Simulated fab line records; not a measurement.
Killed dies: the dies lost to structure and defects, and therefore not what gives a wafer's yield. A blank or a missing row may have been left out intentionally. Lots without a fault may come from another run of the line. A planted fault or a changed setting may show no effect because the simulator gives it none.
Problem report, 8D (eight disciplines) form, completed by code -- flow sky130 -- the parts of the form that need people (team, actions taken, sign-off) are left out

1. THE ISSUE
Wafers without a fault read 0.866 a.u., standard deviation 0.0068; oes-product-au at SKY_METAL3_METAL_ETCH_18 reads a mean of 0.710 a.u. on 2 wafers belonging to 2 lots. That puts it -23 standard deviations away from the usual mean.
The step: etches the open film in Cl2/BCl3, stops on SiO2, target depth 845 nm, time 183.1 s.
First observed at day 42 11:30: wafer L481.2, on rie-metal-04. The record holds 42 wafers of 14 lots with a number at this step. Rule for "out", or "out of limits": more than 4 standard deviations from the usual mean. All remaining wafers that have a number are taken as sound.

2. WHAT IT IS AND WHAT IT IS NOT
question,is,is not
which readings at this step,oes-product-au,"drypump-motor-current-A, throttle-valve-pct"
which lots,"L481, L485","L469, L471, L472, L473, L474, L475, L482, L486, L487, L488, L490, L491"
which wafers of those lots,"L481.2, L485.4","L481.4, L481.5, L485.2, L485.3"
read on which tools,rie-metal-04,"rie-metal-01, rie-metal-02"
when,from day 42 11:30,"up to then (20 sound wafers); but 20 sound wafers of L482, L485, L486, L487, L488, L490, L491 came after"

3. SUSPECTS, AND WHAT RULES EACH OUT
Counting: a tool at a process step up to the reading stays a suspect if it ran every lot that is out. Sound lots after the first of them don't rule it out here, since some wafers of a struck lot are sound.
- rie-diel-04 at SKY_METAL3_ETCH_17 (etches SiO2 in C4F8/O2/Ar, stops on TiN, time 3.9 s, target depth 15 nm): kept. Ran every lot that is out, first one L481 (day 42 11:29); last sound lot up to then L475 (day 40 20:48).
- rie-metal-04 at SKY_METAL3_METAL_ETCH_18 (etches the open film in Cl2/BCl3, stops on SiO2, target depth 845 nm, time 183.1 s): kept. Ran every lot that is out, first one L481 (day 42 11:30); last sound lot up to then L475 (day 40 20:49). On those wafers its own readings are out: oes-product-au.
- Within rie-diel-04 at SKY_METAL3_ETCH_17: the wafers that are out ran in chambers 0, 3; their sound lot-mates ran in chambers 1, 2.
- Within rie-metal-04 at SKY_METAL3_METAL_ETCH_18, the wafers that are out were processed in chamber 1 and their sound lot-mates in chamber 0.
Left after counting: rie-diel-04 at SKY_METAL3_ETCH_17, rie-metal-04 at SKY_METAL3_METAL_ETCH_18.

4. THE CAUSE (what the simulator had put in)
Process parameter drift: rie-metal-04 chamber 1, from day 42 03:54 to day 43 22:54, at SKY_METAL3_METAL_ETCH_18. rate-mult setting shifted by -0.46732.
2 suspects survive the count, and this tool is in that group.

5. THE CHAIN OF EFFECTS, in route order
Each row: a reading where the mean over the struck wafers with a number is more than 3 standard deviations away from the usual. Readings are gone through only where the record gives a usual standard deviation; hours: the median, over the lots, of the time from a lot's start at the first step in this table giving one to that lot's start at this step; sigmas: the change measured in usual standard deviations.
hours,step,reading,usual,on struck wafers,change,sigmas
0,SKY_METAL3_METAL_ETCH_18,oes-product-au,0.866 a.u.,0.710,-0.156,-23
0,SKY_METAL3_STRIP_19,oes-product-au,0.503 a.u.,0.609,+0.106,+22
0,SKY_METAL3_STRIP_19,strip-time-to-endpoint-s,6.55 s,9.10,+2.55,+40
Here are the process steps it includes:
- SKY_METAL3_METAL_ETCH_18: etches the open film in Cl2/BCl3, stops on SiO2, target depth 845 nm, time 183.1 s.
- SKY_METAL3_STRIP_19: strips in O2/N2.

6. WHAT WOULD HAVE CAUGHT IT SOONER
In this record no reading fell out of limits until day 42 11:30, 8 hours after the fault had begun at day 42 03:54.
